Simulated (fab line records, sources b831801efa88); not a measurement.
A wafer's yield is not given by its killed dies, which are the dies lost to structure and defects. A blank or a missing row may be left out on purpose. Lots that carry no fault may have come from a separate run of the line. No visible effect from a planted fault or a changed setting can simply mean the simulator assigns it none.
A lot that was struck, set against a sound lot ; flow gf180mcu ; 44 steps out of a route of 602
Sound: the wafers L172.1, L172.3, L172.4. Struck: wafer L185.5 (left out: L185.4, a lot-mate that was not struck); the cause follows at the end.
For every step that has rows: the tool of each side, followed by ch and its chambers, followed by its first start. Under that, the readings that differ: sound wafers ; struck wafers ; difference of the means ; sigmas: that difference in standard deviations of wafers without a fault.
alike: readings with means less than 2 such deviations apart, plus words and numbers identical on both sides. not compared: withheld readings, readings lacking a value on some wafer, bounds such as >300 that could conceal the same value, and numbers that have no deviation in the record and whose values overlap.
Wherever a step has rows on one side only, a row that says differs or no value, or a row with sigmas, the two part there. Non-overlapping numbers with no deviation appear without sigmas and do not part them. A reading that every wafer of one side lacks parts them only if that side has two wafers or more.

first, 2 steps without rows for these wafers: GF_MVSD_IMPLANT_08; GF_MVSD_IMPLANT_09.
GF_MVSD_STRIP_10: strips in O2/N2.
  sound on plasmaAsher-03 ch 0,1, day 4 18:36; struck on plasmaAsher-02 ch 0, day 7 18:48
reading;sound;struck;difference;sigmas
drypumpMotorCurrentA (A);5.4 5.3 5.4;6.3;+0.9;+2
  alike: heaterPowerW, oesProductAu, stripTimeToEndpointS
  not compared: rfHoursCounterH
GF_MVSD_TW_MEAS_11:
  sound on filmMetro-04 at day 4 18:42; struck on filmMetro-01 at day 7 18:54
reading;sound;struck;difference;sigmas
MVSD_TW;1597 1599 1599;1576;-22;-2
then, 7 steps without rows for these wafers: GF_MVPSD_DEHYDRATE_00 (time 60 s); GF_MVPSD_HMDS_01 (prime time 60 s); GF_MVPSD_COAT_02 (resist thk 3000 nm); GF_MVPSD_SOFTBAKE_03; GF_MVPSD_EXPOSE_04 (exposes mask MVPSD, target cd 1000 nm); GF_MVPSD_PEB_05; GF_MVPSD_DEVELOP_06 (develop time 60 s).
GF_MVPSD_OVL_MEAS_07:
  sound on overlay-02 at day 5 08:46; struck on overlay-01 at day 8 11:20
reading;sound;struck;difference;sigmas
MVPSD_OVL (nm);0.6 0.4 1.8;-2.6;-3.5;-2
GF_MVPSD_IMPLANT_08:
  sound on implanter-02 ch 0, day 5 08:48; struck on implanter-02 ch 0, day 8 11:26
reading;sound;struck;difference;sigmas
beamOnS (s);10.03 9.97 9.64;10.97;+1.09;+5
faradayCurrentUA;83.8 84.7 87.4;77.3;-8.0;-4
  alike: beamEnergyKeV
then, 1 step without rows for these wafers: GF_MVPSD_IMPLANT_09.
GF_MVPSD_STRIP_10: strips in O2/N2.
  sound on plasmaAsher-03 ch 0,1, day 5 09:06; struck on plasmaAsher-02 ch 0, day 8 11:41
reading;sound;struck;difference;sigmas
drypumpMotorCurrentA (A);5.3 5.3 5.4;6.2;+0.9;+2
stripTimeToEndpointS (s);37.14 37.22 37.34;36.77;-0.46;-4
  alike: heaterPowerW, oesProductAu
  not compared: rfHoursCounterH
GF_MVPSD_TW_MEAS_11:
  sound on filmMetro-04 at day 5 09:12; struck on filmMetro-01 at day 8 11:47
  alike: MVPSD_TW
then, 7 steps without rows for these wafers: GF_VT_IMPLANT_DEHYDRATE_00 (time 60 s); GF_VT_IMPLANT_HMDS_01 (prime time 60 s); GF_VT_IMPLANT_COAT_02 (resist thk 1000 nm); GF_VT_IMPLANT_SOFTBAKE_03 (time 60 s); GF_VT_IMPLANT_EXPOSE_04 (exposes mask LVPWELL LV AREA, target cd 600 nm); GF_VT_IMPLANT_PEB_05; GF_VT_IMPLANT_DEVELOP_06 (develop time 60 s).
GF_VT_IMPLANT_OVL_MEAS_07:
  sound on overlay-01 at day 5 23:23; struck on overlay-01 at day 9 05:05
  alike: VT_IMPLANT_OVL
then, 1 step without rows for these wafers: GF_VT_IMPLANT_IMPLANT_08.
GF_VT_IMPLANT_STRIP_09: strips in O2/N2.
  sound on plasmaAsher-03 ch 0,1, day 5 23:34; struck on plasmaAsher-01 ch 1, day 9 05:17
reading;sound;struck;difference;sigmas
stripTimeToEndpointS (s);12.63 12.60 12.61;12.69;+0.08;+2
  alike: drypumpMotorCurrentA, heaterPowerW, oesProductAu
  not compared: rfHoursCounterH
GF_VT_IMPLANT_TW_MEAS_10:
  sound on filmMetro-02 at day 5 23:40; struck on filmMetro-04 at day 9 05:23
  alike: VT_IMPLANT_TW
then, 7 steps without rows for these wafers: GF_VT_IMPLANT_DEHYDRATE_11 (time 60 s); GF_VT_IMPLANT_HMDS_12 (prime time 60 s); GF_VT_IMPLANT_COAT_13 (resist thk 1000 nm); GF_VT_IMPLANT_SOFTBAKE_14 (time 60 s); GF_VT_IMPLANT_EXPOSE_15 (exposes mask Nwell LV AREA, target cd 860 nm); GF_VT_IMPLANT_PEB_16; GF_VT_IMPLANT_DEVELOP_17 (develop time 60 s).
GF_VT_IMPLANT_OVL_MEAS_18:
  sound on overlay-01 at day 6 14:35; struck on overlay-02 at day 9 22:34
  alike: VT_IMPLANT_01_OVL
then, 1 step without rows for these wafers: GF_VT_IMPLANT_IMPLANT_19.
GF_VT_IMPLANT_STRIP_20: strips in O2/N2.
  sound on plasmaAsher-04 ch 0,1, day 6 14:47; struck on plasmaAsher-04 ch 1, day 9 22:46
  alike: drypumpMotorCurrentA, heaterPowerW, oesProductAu, stripTimeToEndpointS
  not compared: rfHoursCounterH
GF_VT_IMPLANT_TW_MEAS_21:
  sound on filmMetro-02 at day 6 14:53; struck on filmMetro-04 at day 9 22:52
reading;sound;struck;difference;sigmas
VT_IMPLANT_2_TW;1173 1174 1179;1234;+59;+4
then, 4 steps without rows for these wafers: GF_VT_IMPLANT_DEHYDRATE_22 (time 60 s); GF_VT_IMPLANT_HMDS_23 (prime time 60 s); GF_VT_IMPLANT_COAT_24 (resist thk 1000 nm); GF_VT_IMPLANT_SOFTBAKE_25 (time 60 s).
GF_VT_IMPLANT_RS_MEAS_49: uses a four-point probe to measure.
  sound on filmMetro-01 at day 7 23:37; struck on filmMetro-04 at day 11 11:13
reading;sound;struck;difference;sigmas
MVPSD_RS (ohm/sq);1167.3 1166.4 1168.3;1129.7;-37.6;-15
then, 1 step without rows for these wafers: GF_PASSIVATION_PROBE_99.

## WHERE THEY PART
First at GF_MVSD_STRIP_10; last, within this record, at GF_VT_IMPLANT_RS_MEAS_49.

WHY: whatever the simulator had introduced
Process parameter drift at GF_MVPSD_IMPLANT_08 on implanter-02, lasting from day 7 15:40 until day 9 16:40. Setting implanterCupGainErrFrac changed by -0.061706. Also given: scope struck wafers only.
